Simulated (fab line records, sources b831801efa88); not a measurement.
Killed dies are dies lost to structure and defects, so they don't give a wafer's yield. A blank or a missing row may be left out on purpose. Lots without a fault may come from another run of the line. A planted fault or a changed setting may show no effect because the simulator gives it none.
fab line records | flow gf180mcu
record lots=24 wafers=72 last_day=34
route steps=602 shown V1@338 V3@450 MIM@509 V5@543
lots that met no fault: from a run of the same line without faults
start_h: hours from the record's first day to the start of the lot's first wafer shown | wait_h: hours since the lot's step before | " the same as in the row above | L1.1+2: a row that stands for several wafers | - no value, or no start given | * or withheld: withheld | < > ~ a bound
route shown NAME@n: a module of which the file shows steps, and the number in the route of the first | usual: mean/standard deviation of fault-free wafers | same: alike in all rows | chamber/n: place in a boat | sites: the reading at each site | _std_site: their standard deviation | _edge_site: outer sites' mean less inner sites' | radius_mm: how far each site lies from the wafer's centre | mask NAME#n: copy n | behind: the tool/chamber that last shaped the wafer | hold: why the lot was held/for how many hours/how that ended | device: the transistor (n, p or np) that didn't switch | end of line: the same wafers' tests at the end of the route | a step without rows: its recipe alone | killed: dies lost to structure and defects at the first sort, not the wafer's yield | map: a wafer's dies, x killed, . not, _ none there
set.NAME: the setting as run; set.NAME@STEP: as run at that earlier step | model.NAME: the simulator's own value behind a step, which no gauge read
steps of the route over a sample of lots; a table a step, a row a wafer
services: from which hour (start_h, from the record's first day; less than 0 if before it) a tool's chamber was out of use, for how many hours, and why
## steps
# step GF_V1_THK_MEAS_03
# recipe reads=SiO2_of_V1_CVD_02
# usual V1_CVD_02_THK=848/10
# columns lot.wafer tool chamber start_h wait_h V1_CVD_02_THK[nm]
L074.1 film_metro-03 - 380.96 0.0 841
L074.3 " - " " 845
L074.5 " - " " 864
L075.2 film_metro-04 - 388.08 0.0 843
L075.3 " - " " 826
L075.5 " - " " 847
L076.3 film_metro-04 - 399.83 0.1 837
L076.5 " - " " 851
L076.6 " - " " 853
L077.3 film_metro-04 - 405.52 0.1 835
L077.4 " - " " 855
L077.6 " - " " 862
L078.1 film_metro-02 - 426.12 0.0 846
L078.2 " - " " 842
L078.4 " - " " 865
L079.2 film_metro-03 - 426.66 0.0 847
L079.3 " - " " 837
L079.4 " - " " 850
L080.3 film_metro-02 - 438.17 0.1 847
L080.4 " - " " 858
L080.5 " - " " 856
L081.1 film_metro-02 - 451.41 0.1 822
L081.3 " - " " 843
L081.6 " - " " 843
L082.3 film_metro-04 - 473.82 0.1 819
L082.5 " - " " 829
L082.6 " - " " 836
L083.1 film_metro-03 - 484.49 0.0 853
L083.3 " - " " 843
L083.6 " - " " 852
L084.4 film_metro-04 - 487.34 0.0 837
L084.5 " - " " 856
L084.6 " - " " 859
L085.3 film_metro-04 - 501.90 0.1 847
L085.4 " - " " 859
L085.5 " - " " 859
L086.1 film_metro-03 - 504.70 0.0 845
L086.5 " - " " 843
L086.6 " - " " 857
L087.3 film_metro-02 - 512.60 0.1 850
L087.4 " - " " 857
L087.6 " - " " 852
L089.3 film_metro-04 - 518.93 0.1 839
L089.4 " - " " 853
L089.6 " - " " 858
L088.3 film_metro-02 - 525.76 0.1 844
L088.4 " - " " 870
L088.5 " - " " 859
L090.4 film_metro-03 - 530.10 0.0 874
L090.5 " - " " 868
L090.6 " - " " 863
L092.3 film_metro-02 - 544.07 0.1 847
L092.5 " - " " 857
L092.6 " - " " 862
L091.2 film_metro-02 - 545.54 0.0 835
L091.3 " - " " 837
L091.4 " - " " 848
L093.1 film_metro-03 - 562.10 0.0 849
L093.2 " - " " 849
L093.4 " - " " 862
L094.2 film_metro-02 - 564.16 0.0 839
L094.4 " - " " 849
L094.6 " - " " 851
L095.3 film_metro-04 - 566.20 0.1 827
L095.4 " - " " 854
L095.5 " - " " 857
L096.4 film_metro-02 - 575.46 0.0 842
L096.5 " - " " 860
L096.6 " - " " 849
L097.2 film_metro-02 - 582.98 0.0 840
L097.3 " - " " 836
L097.5 " - " " 850
# step GF_V3_SPUTTER_21
# recipe material=Ti target_thk_nm=15 chamber_pressure_pa=5 power_w=2500 substrate_temp_c=200 time_s=80.02
# usual throttle_valve_pct=29.4/1.1
# columns lot.wafer tool chamber start_h wait_h throttle_valve_pct
L074.1 pvd_sputter-02 - 507.35 0.0 28.8
L074.3 " - " " 29.7
L074.5 " - " " 30.2
L075.2 pvd_sputter-02 - 512.99 0.0 28.7
L075.3 " - " " 30.3
L075.5 " - " " 29.9
L076.3 pvd_sputter-03 - 525.91 0.0 29.8
L076.5 " - " " 31.4
L076.6 " - " " 29.8
L077.3 pvd_sputter-02 - 532.02 0.0 30.5
L077.4 " - " " 29.9
L077.6 " - " " 28.5
L078.1 pvd_sputter-02 - 551.46 0.0 28.5
L078.2 " - " " 28.1
L078.4 " - " " 30.4
L079.2 pvd_sputter-03 - 553.79 0.0 29.9
L079.3 " - " " 30.4
L079.4 " - " " 31.2
L080.3 pvd_sputter-03 - 562.26 0.0 31.2
L080.4 " - " " 30.2
L080.5 " - " " 28.0
L081.1 pvd_sputter-01 - 574.53 0.0 28.8
L081.3 " - " " 30.4
L081.6 " - " " 29.6
L082.3 pvd_sputter-02 - 595.44 0.0 28.1
L082.5 " - " " 28.3
L082.6 " - " " 28.8
L083.1 pvd_sputter-03 - 603.85 0.0 30.4
L083.3 " - " " 29.9
L083.6 " - " " 31.3
L084.4 pvd_sputter-01 - 606.59 0.0 30.5
L084.5 " - " " 29.1
L084.6 " - " " 29.1
L085.3 pvd_sputter-01 - 619.49 0.0 27.2
L085.4 " - " " 28.4
L085.5 " - " " 27.4
L086.1 pvd_sputter-03 - 623.62 0.0 27.8
L086.5 " - " " 28.1
L086.6 " - " " 31.3
L087.3 pvd_sputter-01 - 629.71 0.0 29.0
L087.4 " - " " 30.8
L087.6 " - " " 29.4
L089.3 pvd_sputter-02 - 635.33 0.0 28.5
L089.4 " - " " 28.6
L089.6 " - " " 28.7
L088.3 pvd_sputter-03 - 640.33 0.0 30.4
L088.4 " - " " 31.2
L088.5 " - " " 30.3
L090.4 pvd_sputter-01 - 645.21 0.0 27.4
L090.5 " - " " 29.5
L090.6 " - " " 29.0
L092.3 pvd_sputter-01 - 657.02 0.0 28.7
L092.5 " - " " 30.6
L092.6 " - " " 27.7
L091.2 pvd_sputter-01 - 657.99 0.0 30.3
L091.3 " - " " 29.3
L091.4 " - " " 27.5
L093.1 pvd_sputter-03 - 672.25 0.0 30.3
L093.2 " - " " 28.2
L093.4 " - " " 31.1
L094.2 pvd_sputter-02 - 674.25 0.0 30.3
L094.4 " - " " 30.1
L094.6 " - " " 30.2
L095.3 pvd_sputter-03 - 676.92 0.0 30.3
L095.4 " - " " 29.6
L095.5 " - " " 29.9
L096.4 pvd_sputter-02 - 683.96 0.0 28.4
L096.5 " - " " 28.7
L096.6 " - " " 29.8
L097.2 pvd_sputter-01 - 690.59 0.0 30.7
L097.3 " - " " 28.9
L097.5 " - " " 30.4
# step GF_MIM_THK_MEAS_06
# recipe reads=Si3N4_of_MIM_CVD_05
# usual MIM_CVD_05_THK=41.9/0.59
# columns lot.wafer tool chamber start_h wait_h MIM_CVD_05_THK[nm]
L074.1 film_metro-03 - 558.09 0.0 42.0
L074.3 " - " " 41.9
L074.5 " - " " 43.3
L075.2 film_metro-01 - 562.00 0.0 41.5
L075.3 " - " " 41.6
L075.5 " - " " 41.9
L076.3 film_metro-03 - 575.16 0.0 41.7
L076.5 " - " " 42.1
L076.6 " - " " 42.9
L077.3 film_metro-04 - 581.13 0.0 41.4
L077.4 " - " " 41.5
L077.6 " - " " 41.9
L078.1 film_metro-04 - 598.93 0.0 42.5
L078.2 " - " " 41.9
L078.4 " - " " 42.6
L079.2 film_metro-01 - 601.29 0.0 41.5
L079.3 " - " " 41.5
L079.4 " - " " 42.3
L080.3 film_metro-03 - 609.61 0.0 41.7
L080.4 " - " " 41.9
L080.5 " - " " 42.3
L081.1 film_metro-03 - 621.03 0.0 41.7
L081.3 " - " " 41.2
L081.6 " - " " 41.7
L082.3 film_metro-04 - 639.99 0.0 42.3
L082.5 " - " " 42.7
L082.6 " - " " 43.4
L083.1 film_metro-03 - 648.36 0.0 41.5
L083.3 " - " " 41.6
L083.6 " - " " 42.0
L084.4 film_metro-04 - 650.57 0.0 43.2
L084.5 " - " " 43.1
L084.6 " - " " 43.1
L085.3 film_metro-04 - 663.95 0.0 41.9
L085.4 " - " " 42.0
L085.5 " - " " 42.0
L086.1 film_metro-01 - 667.43 0.0 41.6
L086.5 " - " " 41.4
L086.6 " - " " 42.0
L087.3 film_metro-03 - 672.90 0.0 42.0
L087.4 " - " " 41.9
L087.6 " - " " 41.9
L089.3 film_metro-01 - 676.46 0.0 41.9
L089.4 " - " " 42.1
L089.6 " - " " 41.8
L088.3 film_metro-04 - 682.73 0.0 41.6
L088.4 " - " " 41.8
L088.5 " - " " 42.1
L090.4 film_metro-01 - 688.61 0.0 43.3
L090.5 " - " " 43.2
L090.6 " - " " 42.4
L092.3 film_metro-03 - 698.57 0.0 41.9
L092.5 " - " " 42.7
L092.6 " - " " 42.7
L091.2 film_metro-03 - 700.14 0.0 41.2
L091.3 " - " " 40.9
L091.4 " - " " 41.8
L093.1 film_metro-03 - 713.43 0.0 41.2
L093.2 " - " " 41.7
L093.4 " - " " 41.8
L094.2 film_metro-03 - 715.26 0.0 40.9
L094.4 " - " " 41.9
L094.6 " - " " 41.2
L095.3 film_metro-03 - 717.78 0.0 41.1
L095.4 " - " " 42.3
L095.5 " - " " 41.7
L096.4 film_metro-04 - 724.40 0.0 42.5
L096.5 " - " " 42.5
L096.6 " - " " 42.7
L097.2 film_metro-04 - 730.87 0.0 41.2
L097.3 " - " " 42.2
L097.5 " - " " 41.6
# step GF_MIM_THK_MEAS_11
# recipe thk_meas_gauge=xrf reads=AlCu_of_MIM_SPUTTER_08
# usual MIM_ALCU_THK=199.0/2.3
# columns lot.wafer tool chamber start_h wait_h MIM_ALCU_THK[nm]
L074.1 film_metro-01 - 558.37 0.1 201.8
L074.3 " - " " 196.1
L074.5 " - " " 201.5
L075.2 film_metro-01 - 562.28 0.1 197.4
L075.3 " - " " 193.5
L075.5 " - " " 195.4
L076.3 film_metro-01 - 575.44 0.1 200.0
L076.5 " - " " 198.5
L076.6 " - " " 200.1
L077.3 film_metro-04 - 581.41 0.1 202.9
L077.4 " - " " 200.4
L077.6 " - " " 202.1
L078.1 film_metro-01 - 599.21 0.1 200.5
L078.2 " - " " 201.9
L078.4 " - " " 198.6
L079.2 film_metro-04 - 601.57 0.1 201.4
L079.3 " - " " 199.7
L079.4 " - " " 201.7
L080.3 film_metro-03 - 609.89 0.1 197.1
L080.4 " - " " 197.0
L080.5 " - " " 197.2
L081.1 film_metro-04 - 621.31 0.1 203.4
L081.3 " - " " 204.0
L081.6 " - " " 204.1
L082.3 film_metro-01 - 640.27 0.1 203.4
L082.5 " - " " 201.8
L082.6 " - " " 200.7
L083.1 film_metro-04 - 648.64 0.1 197.7
L083.3 " - " " 197.8
L083.6 " - " " 199.3
L084.4 film_metro-03 - 650.85 0.1 195.3
L084.5 " - " " 195.4
L084.6 " - " " 195.7
L085.3 film_metro-03 - 664.23 0.1 199.0
L085.4 " - " " 192.6
L085.5 " - " " 196.0
L086.1 film_metro-03 - 667.71 0.1 200.0
L086.5 " - " " 197.9
L086.6 " - " " 196.9
L087.3 film_metro-03 - 673.18 0.1 198.0
L087.4 " - " " 199.2
L087.6 " - " " 199.7
L089.3 film_metro-04 - 676.74 0.1 200.0
L089.4 " - " " 201.2
L089.6 " - " " 200.4
L088.3 film_metro-03 - 683.01 0.1 195.0
L088.4 " - " " 198.3
L088.5 " - " " 199.0
L090.4 film_metro-04 - 688.89 0.1 200.3
L090.5 " - " " 200.8
L090.6 " - " " 198.8
L092.3 film_metro-01 - 698.85 0.1 199.5
L092.5 " - " " 198.3
L092.6 " - " " 200.2
L091.2 film_metro-01 - 700.42 0.1 199.7
L091.3 " - " " 198.7
L091.4 " - " " 198.0
L093.1 film_metro-04 - 713.71 0.1 199.1
L093.2 " - " " 200.8
L093.4 " - " " 198.0
L094.2 film_metro-01 - 715.54 0.1 200.5
L094.4 " - " " 200.1
L094.6 " - " " 200.0
L095.3 film_metro-03 - 718.06 0.1 200.6
L095.4 " - " " 198.2
L095.5 " - " " 198.0
L096.4 film_metro-01 - 724.68 0.1 200.4
L096.5 " - " " 199.3
L096.6 " - " " 197.6
L097.2 film_metro-01 - 731.15 0.1 196.9
L097.3 " - " " 199.1
L097.5 " - " " 199.7
# step GF_V5_THK_MEAS_03
# recipe reads=SiO2_of_V5_CVD_02
# usual V5_CVD_02_THK=1456/20
# columns lot.wafer tool chamber start_h wait_h V5_CVD_02_THK[nm]
L074.1 film_metro-04 - 602.21 0.1 1436
L074.3 " - " " 1442
L074.5 " - " " 1455
L075.2 film_metro-04 - 607.24 0.1 1476
L075.3 " - " " 1455
L075.5 " - " " 1494
L076.3 film_metro-04 - 619.07 0.1 1437
L076.5 " - " " 1456
L076.6 " - " " 1453
L077.3 film_metro-02 - 624.72 0.1 1465
L077.4 " - " " 1489
L077.6 " - " " 1487
L078.1 film_metro-04 - 641.05 0.1 1447
L078.2 " - " " 1437
L078.4 " - " " 1476
L079.2 film_metro-04 - 642.84 0.1 1462
L079.3 " - " " 1423
L079.4 " - " " 1461
L080.3 film_metro-03 - 651.48 0.1 1434
L080.4 " - " " 1448
L080.5 " - " " 1443
L081.1 film_metro-03 - 662.89 0.1 1426
L081.3 " - " " 1416
L081.6 " - " " 1424
L082.3 film_metro-02 - 680.18 0.1 1453
L082.5 " - " " 1475
L082.6 " - " " 1466
L083.1 film_metro-03 - 688.72 0.1 1426
L083.3 " - " " 1443
L083.6 " - " " 1459
L084.4 film_metro-02 - 690.25 0.0 1462
L084.5 " - " " 1465
L084.6 " - " " 1463
L085.3 film_metro-04 - 703.09 0.1 1471
L085.4 " - " " 1461
L085.5 " - " " 1479
L086.1 film_metro-03 - 706.41 0.1 1417
L086.5 " - " " 1447
L086.6 " - " " 1451
L087.3 film_metro-03 - 711.24 0.1 1433
L087.4 " - " " 1477
L087.6 " - " " 1466
L089.3 film_metro-04 - 714.78 0.1 1444
L089.4 " - " " 1457
L089.6 " - " " 1454
L088.3 film_metro-04 - 721.31 0.1 1454
L088.4 " - " " 1483
L088.5 " - " " 1468
L090.4 film_metro-03 - 726.02 0.0 1477
L090.5 " - " " 1492
L090.6 " - " " 1480
L092.3 film_metro-04 - 735.72 0.1 1449
L092.5 " - " " 1482
L092.6 " - " " 1469
L091.2 film_metro-02 - 740.49 0.1 1454
L091.3 " - " " 1440
L091.4 " - " " 1476
L093.1 film_metro-03 - 748.72 0.1 1442
L093.2 " - " " 1456
L093.4 " - " " 1482
L094.2 film_metro-03 - 751.80 0.1 1415
L094.4 " - " " 1449
L094.6 " - " " 1458
L095.3 film_metro-02 - 753.47 0.1 1465
L095.4 " - " " 1479
L095.5 " - " " 1478
L096.4 film_metro-04 - 761.09 0.0 1476
L096.5 " - " " 1446
L096.6 " - " " 1467
L097.2 film_metro-04 - 765.40 0.1 1448
L097.3 " - " " 1471
L097.5 " - " " 1491
# step GF_V5_THK_MEAS_25
# recipe thk_meas_gauge=xrf reads=W_of_V5_CVD_23
# usual V5_W_THK=331/4.7
# columns lot.wafer tool chamber start_h wait_h V5_W_THK[nm]
L074.1 film_metro-02 - 624.33 0.1 338
L074.3 " - " " 336
L074.5 " - " " 336
L075.2 film_metro-03 - 629.48 0.1 333
L075.3 " - " " 330
L075.5 " - " " 336
L076.3 film_metro-03 - 641.02 0.1 329
L076.5 " - " " 327
L076.6 " - " " 326
L077.3 film_metro-04 - 646.27 0.1 333
L077.4 " - " " 332
L077.6 " - " " 335
L078.1 film_metro-03 - 662.58 0.1 330
L078.2 " - " " 330
L078.4 " - " " 331
L079.2 film_metro-03 - 664.58 0.1 324
L079.3 " - " " 325
L079.4 " - " " 328
L080.3 film_metro-02 - 672.98 0.1 337
L080.4 " - " " 337
L080.5 " - " " 337
L081.1 film_metro-03 - 683.34 0.1 331
L081.3 " - " " 333
L081.6 " - " " 333
L082.3 film_metro-03 - 700.54 0.1 330
L082.5 " - " " 331
L082.6 " - " " 333
L083.1 film_metro-03 - 709.39 0.1 331
L083.3 " - " " 335
L083.6 " - " " 335
L084.4 film_metro-03 - 710.12 0.1 329
L084.5 " - " " 330
L084.6 " - " " 330
L085.3 film_metro-03 - 722.11 0.1 322
L085.4 " - " " 322
L085.5 " - " " 322
L086.1 film_metro-03 - 725.75 0.1 319
L086.5 " - " " 322
L086.6 " - " " 324
L087.3 film_metro-03 - 730.61 0.1 326
L087.4 " - " " 329
L087.6 " - " " 327
L089.3 film_metro-03 - 734.24 0.1 331
L089.4 " - " " 332
L089.6 " - " " 329
L088.3 film_metro-02 - 740.24 0.1 342
L088.4 " - " " 342
L088.5 " - " " 341
L090.4 film_metro-04 - 745.21 0.1 332
L090.5 " - " " 333
L090.6 " - " " 335
L092.3 film_metro-04 - 754.35 0.1 330
L092.5 " - " " 336
L092.6 " - " " 332
L091.2 film_metro-03 - 758.21 0.1 328
L091.3 " - " " 328
L091.4 " - " " 325
L093.1 film_metro-03 - 767.07 0.1 330
L093.2 " - " " 326
L093.4 " - " " 327
L094.2 film_metro-03 - 769.45 0.1 333
L094.4 " - " " 332
L094.6 " - " " 333
L095.3 film_metro-04 - 771.11 0.1 333
L095.4 " - " " 327
L095.5 " - " " 331
L096.4 film_metro-02 - 778.92 0.1 336
L096.5 " - " " 331
L096.6 " - " " 338
L097.2 film_metro-04 - 782.63 0.1 331
L097.3 " - " " 330
L097.5 " - " " 328
## services
# columns tool chamber start_h hours kind
pvd_sputter-01 0 522.93 - consumable_replace:kit
pvd_sputter-01 0 522.93 18.0 scheduled_down
pvd_sputter-01 0 522.93 18.0 vent_cycle
pvd_sputter-03 - 561.38 0.7 repair
pvd_sputter-02 - 581.45 1.3 repair
pvd_sputter-02 - 636.00 3.1 repair
pvd_sputter-02 0 642.18 - consumable_replace:kit
pvd_sputter-02 0 642.18 18.0 scheduled_down
pvd_sputter-02 0 642.18 18.0 vent_cycle
pvd_sputter-03 3 657.93 - consumable_replace:kit
pvd_sputter-03 3 657.93 18.0 scheduled_down
pvd_sputter-03 3 657.93 18.0 vent_cycle
pvd_sputter-01 3 673.54 - consumable_replace:kit
pvd_sputter-03 - 683.69 2.2 repair
## key
fault none
